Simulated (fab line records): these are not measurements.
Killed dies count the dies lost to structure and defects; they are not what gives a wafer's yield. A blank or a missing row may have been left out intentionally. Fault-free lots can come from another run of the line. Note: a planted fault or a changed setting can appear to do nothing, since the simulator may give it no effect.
Which tool is to blame? + flow sky130 + Sampling: 15 lots, 45 wafers, 4 of 708 route steps

WHAT EACH GAUGE READ, for each wafer
Not one reading of a measure or inspect step in the record can be checked against a usual standard deviation.

WHAT TOOL EACH LOT RAN ON (gives the tool, then ch and the chambers of the sampled wafers, and finally the start)
| lot  | SKY_METAL5_STRIP_16                  | SKY_PASSIVATION_CVD_02          | SKY_PASSIVATION_ETCH_11            | SKY_PAD_OPEN_EXPOSE_04              |
|------|--------------------------------------|---------------------------------|------------------------------------|-------------------------------------|
| L629 | plasma asher-03 ch 1, day 44 02:31   | pecvd-03 ch 0,1, day 44 03:11   | rie diel-03 ch 0,2,3, day 45 00:53 | iline stepper-02 ch 0, day 45 11:35 |
| L628 | plasma asher-04 ch 0,1, day 44 08:30 | pecvd-03 ch 1,2, day 44 09:09   | rie diel-01 ch 0,1,3, day 45 05:35 | iline stepper-01 ch 0, day 45 17:13 |
| L630 | plasma asher-04 ch 0,1, day 44 21:07 | pecvd-02 ch 0,2, day 44 21:50   | rie diel-01 ch 1,2,3, day 45 18:23 | iline stepper-02 ch 0, day 46 03:58 |
| L634 | plasma asher-04 ch 0,1, day 45 10:16 | pecvd-02 ch 0,1, day 45 10:56   | rie diel-02 ch 0,2,3, day 46 06:14 | iline stepper-02 ch 0, day 46 16:52 |
| L635 | plasma asher-01 ch 0,1, day 45 16:40 | pecvd-03 ch 0,1, day 45 17:21   | rie diel-03 ch 0,3, day 46 13:44   | iline stepper-02, day 46 22:32      |
| L636 | plasma asher-04 ch 0,1, day 45 20:54 | pecvd-02 ch 0,1,2, day 45 21:32 | rie diel-01 ch 1,2,3, day 46 17:50 | iline stepper-01, day 47 02:52      |
| L637 | plasma asher-03 ch 1, day 46 14:19   | pecvd-04 ch 1,2, day 46 14:59   | rie diel-03 ch 0,1, day 47 10:32   | iline stepper-02, day 47 19:37      |
| L638 | plasma asher-03 ch 0,1, day 46 15:25 | pecvd-02 ch 0,1,2, day 46 16:10 | rie diel-01 ch 0,2,3, day 47 11:50 | iline stepper-02 ch 0, day 47 20:42 |
| L643 | plasma asher-04 ch 0,1, day 47 22:16 | pecvd-02 ch 0,2, day 47 23:22   | rie diel-01 ch 2,3, day 48 17:32   | iline stepper-01 ch 0, day 49 02:49 |
| L642 | plasma asher-03 ch 0,1, day 48 00:13 | pecvd-03 ch 1,2, day 48 01:13   | rie diel-03 ch 0,1,2, day 48 18:26 | iline stepper-02 ch 0, day 49 03:28 |
| L644 | plasma asher-03 ch 0,1, day 48 09:17 | pecvd-02 ch 0,1,2, day 48 10:03 | rie diel-02 ch 0,3, day 49 03:35   | iline stepper-01 ch 0, day 49 12:19 |
| L647 | plasma asher-03 ch 0,1, day 48 14:35 | pecvd-03 ch 0,2, day 48 15:16   | rie diel-03 ch 1,3, day 49 09:05   | iline stepper-02 ch 0, day 49 17:11 |
| L645 | plasma asher-04 ch 0,1, day 48 14:55 | pecvd-02 ch 0,2, day 48 15:49   | rie diel-01 ch 0,3, day 49 09:11   | iline stepper-01 ch 0, day 49 17:34 |
| L648 | plasma asher-03 ch 0,1, day 48 20:55 | pecvd-02 ch 0,1,2, day 48 21:37 | rie diel-02 ch 0,2,3, day 49 14:47 | iline stepper-02 ch 0, day 50 00:52 |
| L650 | plasma asher-03 ch 0,1, day 49 09:51 | pecvd-04 ch 0,1,2, day 49 10:31 | rie diel-03 ch 0,1, day 50 03:11   | iline stepper-01 ch 0, day 50 10:43 |
- SKY_METAL5_STRIP_16: strips in O2/N2.
- SKY_PASSIVATION_CVD_02: deposits Si3N4, target thk 540 nm.
- SKY_PASSIVATION_ETCH_11: etches the open film in CF4/O2, stops on AlCu, target depth 725 nm, time 161.1 s.
- SKY_PAD_OPEN_EXPOSE_04: exposes mask PDM, target cd 60000 nm.

WHAT THE TOOLS THEMSELVES READ (means of the sampled wafers that have a number; where no wafer has one, the mark that the record gives instead)
SKY_METAL5_STRIP_16. Usual: drypump motor current A 5.8 A, standard deviation 0.33; oes product au 0.710 a.u., standard deviation 0.0046; strip time to endpoint s 13.18 s, standard deviation 0.097.
| lot  | tool            | drypump motor current A (A) | oes product au (a.u.) | strip time to endpoint s (s) | flag |
|------|-----------------|-----------------------------|-----------------------|------------------------------|------|
| L629 | plasma asher-03 | 5.8                         | 0.712                 | 13.18                        |      |
| L628 | plasma asher-04 | 5.6                         | 0.711                 | 13.23                        |      |
| L630 | plasma asher-04 | 5.6                         | 0.709                 | 13.16                        |      |
| L634 | plasma asher-04 | 5.6                         | 0.711                 | 13.12                        |      |
| L635 | plasma asher-01 | 5.5                         | 0.710                 | 13.15                        |      |
| L636 | plasma asher-04 | 5.6                         | 0.716                 | 13.10                        |      |
| L637 | plasma asher-03 | 5.7                         | 0.710                 | 13.19                        |      |
| L638 | plasma asher-03 | 5.8                         | 0.710                 | 13.23                        |      |
| L643 | plasma asher-04 | 6.0                         | 0.711                 | 13.09                        |      |
| L642 | plasma asher-03 | 5.9                         | 0.713                 | 13.07                        |      |
| L644 | plasma asher-03 | 5.7                         | 0.710                 | 13.12                        |      |
| L647 | plasma asher-03 | 5.8                         | 0.709                 | 13.31                        |      |
| L645 | plasma asher-04 | 5.6                         | 0.708                 | 13.19                        |      |
| L648 | plasma asher-03 | 5.8                         | 0.709                 | 13.06                        |      |
| L650 | plasma asher-03 | 5.8                         | 0.710                 | 13.27                        |      |

SKY_PASSIVATION_CVD_02. Usual: heater power w 730 W, standard deviation 120; susceptor temp C 400.02 C, standard deviation 0.2.
| lot  | tool     | heater power w (W) | susceptor temp C (C) | flag |
|------|----------|--------------------|----------------------|------|
| L629 | pecvd-03 | 631                | 399.88               |      |
| L628 | pecvd-03 | 819                | 399.98               |      |
| L630 | pecvd-02 | 909                | 400.06               |      |
| L634 | pecvd-02 | 858                | 400.09               |      |
| L635 | pecvd-03 | 702                | 399.81               |      |
| L636 | pecvd-02 | 780                | 400.05               |      |
| L637 | pecvd-04 | 621                | 400.01               |      |
| L638 | pecvd-02 | 708                | 400.03               |      |
| L643 | pecvd-02 | 745                | 400.10               |      |
| L642 | pecvd-03 | 715                | 399.81               |      |
| L644 | pecvd-02 | 795                | 399.93               |      |
| L647 | pecvd-03 | 716                | 400.08               |      |
| L645 | pecvd-02 | 857                | 400.04               |      |
| L648 | pecvd-02 | 752                | 399.96               |      |
| L650 | pecvd-04 | 647                | 400.29               |      |

SKY_PASSIVATION_ETCH_11. Usual: drypump motor current A 5.8 A, standard deviation 0.36; oes product au 0.979 a.u., standard deviation 0.007; throttle valve pct 5.966 %, standard deviation 0.01.
| lot  | tool        | drypump motor current A (A) | oes product au (a.u.) | throttle valve pct (%) | flag |
|------|-------------|-----------------------------|-----------------------|------------------------|------|
| L629 | rie diel-03 | 5.7                         | 0.968                 | 5.964                  |      |
| L628 | rie diel-01 | 5.9                         | 0.976                 | 5.964                  |      |
| L630 | rie diel-01 | 6.0                         | 0.982                 | 5.964                  |      |
| L634 | rie diel-02 | 5.9                         | 0.981                 | 5.960                  |      |
| L635 | rie diel-03 | 5.7                         | 0.976                 | 5.966                  |      |
| L636 | rie diel-01 | 6.0                         | 0.980                 | 5.971                  |      |
| L637 | rie diel-03 | 5.5                         | 0.981                 | 5.959                  |      |
| L638 | rie diel-01 | 6.2                         | 0.986                 | 5.970                  |      |
| L643 | rie diel-01 | 6.3                         | 0.984                 | 5.958                  |      |
| L642 | rie diel-03 | 5.7                         | 0.977                 | 5.956                  |      |
| L644 | rie diel-02 | 5.8                         | 0.985                 | 5.972                  |      |
| L647 | rie diel-03 | 5.8                         | 0.981                 | 5.962                  |      |
| L645 | rie diel-01 | 6.3                         | 0.975                 | 5.963                  |      |
| L648 | rie diel-02 | 5.9                         | 0.974                 | 5.948                  |      |
| L650 | rie diel-03 | 5.5                         | 0.975                 | 5.962                  |      |

SKY_PAD_OPEN_EXPOSE_04. Usual: exposure dose mJ cm2 260.00, standard deviation 0.25; focus offset nm 0.0 nm, standard deviation 0.54.
| lot  | tool             | exposure dose mJ cm2 | focus offset nm (nm) | flag |
|------|------------------|----------------------|----------------------|------|
| L629 | iline stepper-02 | 260.12               | -0.0                 |      |
| L628 | iline stepper-01 | 259.67               | 0.1                  |      |
| L630 | iline stepper-02 | 259.71               | -0.5                 |      |
| L634 | iline stepper-02 | 259.82               | 0.0                  |      |
| L635 | iline stepper-02 | -                    | -                    | OFF  |
| L636 | iline stepper-01 | -                    | -                    | OFF  |
| L637 | iline stepper-02 | -                    | -                    | OFF  |
| L638 | iline stepper-02 | 259.92               | 0.1                  |      |
| L643 | iline stepper-01 | 259.92               | 0.6                  |      |
| L642 | iline stepper-02 | 259.89               | 0.1                  |      |
| L644 | iline stepper-01 | 260.01               | 0.1                  |      |
| L647 | iline stepper-02 | 260.07               | -0.1                 |      |
| L645 | iline stepper-01 | 260.18               | -0.6                 |      |
| L648 | iline stepper-02 | 260.20               | -0.2                 |      |
| L650 | iline stepper-01 | 260.07               | -0.7                 |      |

THE ANSWER, worked out from the rows above alone
Rule: lot off if the mean of its wafers having a number is beyond 3 standard deviations from the usual mean. Also off: a lot with no number at a reading for which 4 or more lots have one. All remaining lots with rows at the step are treated as sound. The gauges are gone through in route order, then the tools' own readings, and for those a lot's mean is taken as printed above. The first step at which some lot is off is used, and at that step the reading that is off furthest; a lot without a number counts as furthest.
Off, at SKY_PAD_OPEN_EXPOSE_04 on exposure dose mJ cm2: L635, L636, L637. Without a number there: L635, L636, L637.
If a tool, at that step or one of the process steps before it, ran each lot that is off and ran no sound lot following the first of them, it fits. Of those tried, none fits.

WHAT HAD BEEN PUT IN BY THE SIMULATOR
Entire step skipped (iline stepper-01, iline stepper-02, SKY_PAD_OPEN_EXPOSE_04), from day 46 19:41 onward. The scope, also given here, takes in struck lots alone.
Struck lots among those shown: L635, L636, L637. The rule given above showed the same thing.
